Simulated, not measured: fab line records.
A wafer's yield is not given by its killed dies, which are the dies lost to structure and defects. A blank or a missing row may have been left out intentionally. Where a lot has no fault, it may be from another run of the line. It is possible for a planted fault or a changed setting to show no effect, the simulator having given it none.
Which tool is to blame? | flow sky130 | 14 lots, 42 wafers sampled, at 6 steps of a route of 708

WHAT THE GAUGES READ, wafer by wafer
SKY_LDD_HVN_OVL_MEAS_07.
lot  | measured     | on         | LDD_HVN_OVL (nm)
L795 | day 20 13:10 | overlay-02 | 1.2 0.3 0.9
L796 | day 21 00:17 | overlay-01 | -0.9 1.6 1.0
L799 | day 22 00:24 | overlay-02 | -0.9 -0.5 0.1
L800 | day 22 20:07 | overlay-01 | -0.9 -1.5 -1.1
L801 | day 22 20:25 | overlay-02 | 0.1 -0.7 -0.3
L802 | day 23 05:24 | overlay-02 | -1.3 -1.6 -1.4
L804 | day 24 06:06 | overlay-02 | -0.7 -0.5 -0.8
L806 | day 24 22:12 | overlay-01 | 0.1 1.4 1.1
L811 | day 26 04:24 | overlay-01 | 0.5 -0.9 -0.2
L812 | day 26 18:39 | overlay-01 | -0.2 0.5 0.9
L813 | day 26 20:06 | overlay-01 | -0.3 0.0 -0.9
L815 | day 27 13:31 | overlay-01 | -2.3 -2.3 -1.1
L817 | day 28 02:49 | overlay-02 | -0.9 -0.3 -0.3
L818 | day 28 11:59 | overlay-01 | -2.2 -0.7 -0.8

SKY_POLY_CUT_CD_MEAS_08 targets a cd of 270 nm.
lot  | measured     | on       | cdNm (nm)
L795 | day 24 12:05 | cdSem-02 | 271.1 270.9 271.3
L796 | day 24 21:29 | cdSem-01 | 268.3 270.7 270.3
L799 | day 25 22:02 | cdSem-01 | 269.7 270.3 269.8
L800 | day 26 14:36 | cdSem-01 | 270.8 270.1 270.3
L801 | day 26 15:44 | cdSem-01 | 269.7 269.0 268.9
L802 | day 26 23:20 | cdSem-02 | 270.6 270.6 270.0
L804 | day 27 23:43 | cdSem-02 | 271.9 272.4 270.1
L806 | day 28 16:38 | cdSem-01 | 269.6 268.9 269.8
L811 | day 29 21:26 | cdSem-01 | 271.3 270.8 270.9
L812 | day 30 09:32 | cdSem-02 | 270.7 270.5 269.5
L813 | day 30 11:10 | cdSem-02 | 271.3 271.6 272.0
L815 | day 31 05:35 | cdSem-01 | 271.1 271.0 271.8
L817 | day 31 19:04 | cdSem-01 | 271.0 271.9 269.7
L818 | day 32 01:56 | cdSem-02 | 270.6 271.5 269.8

SKY_LOCAL_INTERCONNECT_RS_MEAS_01: the measuring method here is four-point-probe.
lot  | measured     | on           | LOCAL_INTERCONNECT_TIN_RS (ohm/sq)
L795 | day 29 11:13 | filmMetro-04 | 14.22 14.03 14.24
L796 | day 29 19:47 | filmMetro-01 | 14.25 14.23 14.27
L799 | day 30 19:17 | filmMetro-04 | 14.16 14.38 14.18
L800 | day 31 10:24 | filmMetro-02 | 14.39 14.14 14.02
L801 | day 31 12:32 | filmMetro-02 | 14.20 14.60 13.98
L802 | day 31 20:12 | filmMetro-01 | 14.09 14.15 13.95
L804 | day 32 18:26 | filmMetro-04 | 14.15 14.21 14.09
L806 | day 33 12:14 | filmMetro-01 | 14.54 14.71 14.63
L811 | day 34 15:28 | filmMetro-01 | 12.68 12.62 12.57
L812 | day 35 01:09 | filmMetro-02 | 12.65 12.61 12.78
L813 | day 35 03:43 | filmMetro-04 | 14.33 14.15 14.24
L815 | day 35 22:29 | filmMetro-04 | 14.17 14.25 14.24
L817 | day 36 08:45 | filmMetro-04 | 14.22 14.12 14.08
L818 | day 36 15:59 | filmMetro-04 | 14.20 14.41 14.22

SKY_LOCAL_INTERCONNECT_THK_MEAS_02: measures by xrf.
lot  | measured     | on           | LOCAL_INTERCONNECT_TIN_THK (nm)
L795 | day 29 11:20 | filmMetro-04 | 101.2 102.0 100.9
L796 | day 29 19:54 | filmMetro-01 | 98.7 99.3 98.1
L799 | day 30 19:23 | filmMetro-04 | 101.2 99.4 101.1
L800 | day 31 10:30 | filmMetro-02 | 97.9 99.2 100.7
L801 | day 31 12:39 | filmMetro-02 | 98.9 96.7 100.8
L802 | day 31 20:19 | filmMetro-01 | 100.0 99.5 101.0
L804 | day 32 18:34 | filmMetro-04 | 101.5 101.4 101.7
L806 | day 33 12:21 | filmMetro-01 | 97.1 96.2 96.6
L811 | day 34 15:34 | filmMetro-01 | 110.4 111.1 111.8
L812 | day 35 01:16 | filmMetro-02 | 110.8 111.2 109.0
L813 | day 35 03:49 | filmMetro-04 | 100.1 101.6 100.8
L815 | day 35 22:37 | filmMetro-04 | 101.0 100.3 100.0
L817 | day 36 08:52 | filmMetro-04 | 100.2 100.9 101.0
L818 | day 36 16:06 | filmMetro-04 | 101.0 99.5 100.5

WHAT TOOL EACH LOT RAN ON (gives the tool, then ch and the chambers of the sampled wafers, and finally the start)
lot  | SKY_LDD_LDN_STRIP_12                | SKY_LOCAL_INTERCONNECT_SPUTTER_00
L795 | plasmaAsher-02 ch 1, day 23 03:23   | pvdSputter-01, day 29 11:08
L796 | plasmaAsher-02 ch 0,1, day 23 14:17 | pvdSputter-04, day 29 19:43
L799 | plasmaAsher-04 ch 0,1, day 24 14:11 | pvdSputter-01, day 30 19:12
L800 | plasmaAsher-02 ch 0,1, day 25 07:55 | pvdSputter-02, day 31 10:17
L801 | plasmaAsher-02 ch 0, day 25 08:29   | pvdSputter-02, day 31 12:28
L802 | plasmaAsher-02 ch 0,1, day 25 16:59 | pvdSputter-02, day 31 20:07
L804 | plasmaAsher-02 ch 0,1, day 26 17:20 | pvdSputter-04, day 32 18:23
L806 | plasmaAsher-01 ch 0, day 27 10:50   | pvdSputter-04, day 33 12:10
L811 | plasmaAsher-04 ch 0,1, day 28 14:56 | pvdSputter-01, day 34 15:23
L812 | plasmaAsher-04 ch 0,1, day 29 04:23 | pvdSputter-01, day 35 01:05
L813 | plasmaAsher-02 ch 0,1, day 29 05:32 | pvdSputter-04, day 35 03:38
L815 | plasmaAsher-01 ch 0,1, day 29 23:50 | pvdSputter-04, day 35 22:26
L817 | plasmaAsher-02 ch 0,1, day 30 12:32 | pvdSputter-04, day 36 08:41
L818 | plasmaAsher-04 ch 0,1, day 30 20:20 | pvdSputter-02, day 36 15:55
- SKY_LDD_LDN_STRIP_12: strips in O2/N2.
- SKY_LOCAL_INTERCONNECT_SPUTTER_00: material TiN, target thk 100 nm, time 83.3 s.

WHAT THE TOOLS THEMSELVES READ (means of the sampled wafers that have a number; where no wafer has one, the mark that the record gives instead)
SKY_LDD_LDN_STRIP_12.
lot  | tool           | drypumpMotorCurrentA (A) | oesProductAu (a.u.) | stripTimeToEndpointS (s)
L795 | plasmaAsher-02 | 6.5                      | 0.716               | 14.19
L796 | plasmaAsher-02 | 6.4                      | 0.715               | 14.18
L799 | plasmaAsher-04 | 5.3                      | 0.713               | 14.13
L800 | plasmaAsher-02 | 6.4                      | 0.717               | 14.19
L801 | plasmaAsher-02 | 6.3                      | 0.714               | 14.15
L802 | plasmaAsher-02 | 6.4                      | 0.712               | 14.23
L804 | plasmaAsher-02 | 6.4                      | 0.716               | 14.22
L806 | plasmaAsher-01 | 5.5                      | 0.715               | 14.20
L811 | plasmaAsher-04 | 5.5                      | 0.720               | 14.17
L812 | plasmaAsher-04 | 5.3                      | 0.714               | 14.16
L813 | plasmaAsher-02 | 6.3                      | 0.716               | 14.27
L815 | plasmaAsher-01 | 5.5                      | 0.716               | 14.24
L817 | plasmaAsher-02 | 6.4                      | 0.719               | 14.16
L818 | plasmaAsher-04 | 5.3                      | 0.715               | 14.17

SKY_LOCAL_INTERCONNECT_SPUTTER_00.
lot  | tool          | cathodeDcPowerW (W) | throttleValvePct (%)
L795 | pvdSputter-01 | 6500.6              | 30.2
L796 | pvdSputter-04 | 6499.7              | 29.9
L799 | pvdSputter-01 | 6499.8              | 31.8
L800 | pvdSputter-02 | 6501.3              | 30.1
L801 | pvdSputter-02 | 6499.5              | 29.6
L802 | pvdSputter-02 | 6501.2              | 29.6
L804 | pvdSputter-04 | 6500.1              | 29.4
L806 | pvdSputter-04 | 6500.2              | 30.5
L811 | pvdSputter-01 | 7210.3              | 31.0
L812 | pvdSputter-01 | 7211.8              | 31.6
L813 | pvdSputter-04 | 6500.5              | 30.0
L815 | pvdSputter-04 | 6499.8              | 30.4
L817 | pvdSputter-04 | 6500.3              | 30.1
L818 | pvdSputter-02 | 6498.9              | 30.5

THE ANSWER, worked out from the rows above alone
Rule: usual is defined by the lots themselves. The widest of any qualifying gaps counts: lots, ordered by their means at a reading, are off when they make up no more than a third of the lots, leave a main group of 4 or more, and stand apart from it by 3 or more times the standard deviation of that group's means. A main group whose means are all the same, to the digits that the tables above print for the reading, isn't used. Also off: a lot with no number at a reading for which 4 or more lots have one. Any other lot the step has rows for is counted as sound. The gauges are gone through in route order, then the tools' own readings, and for those a lot's mean is taken as printed above. At the first step where some lot is off, the reading lying furthest off is the one used; lots without a number count as furthest.
Off: at SKY_LOCAL_INTERCONNECT_RS_MEAS_01 (LOCAL_INTERCONNECT_TIN_RS), L811, L812. Mean 14.23 ohm/sq and standard deviation 0.13 in the main group.
If a tool, at a process step before that reading, ran all the lots that are off and no sound lot after the first of them, it fits. Not tried: the gauges at SKY_LOCAL_INTERCONNECT_RS_MEAS_01; whatever is off there is also off at SKY_LOCAL_INTERCONNECT_SPUTTER_00, on other tools, and gauge error can't account for it. One candidate fits, namely pvdSputter-01 at SKY_LOCAL_INTERCONNECT_SPUTTER_00. A fault onset in the window from L799 (day 30 19:12, its last sound lot) to L811 (day 34 15:23, its first lot off) fits.
The tool's own readings at SKY_LOCAL_INTERCONNECT_SPUTTER_00 bear it out: on the lots that are off they differ by more than 5 times the standard deviation of the sound lots' means. cathodeDcPowerW reads 7211.1 W there against 6500.2 W on the sound lots.

WHAT THE SIMULATOR HAD INSERTED
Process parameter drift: pvdSputter-01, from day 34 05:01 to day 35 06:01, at SKY_LOCAL_INTERCONNECT_SPUTTER_00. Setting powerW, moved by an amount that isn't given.
Lots struck among those shown: L811, L812. Same finding as the rule above.
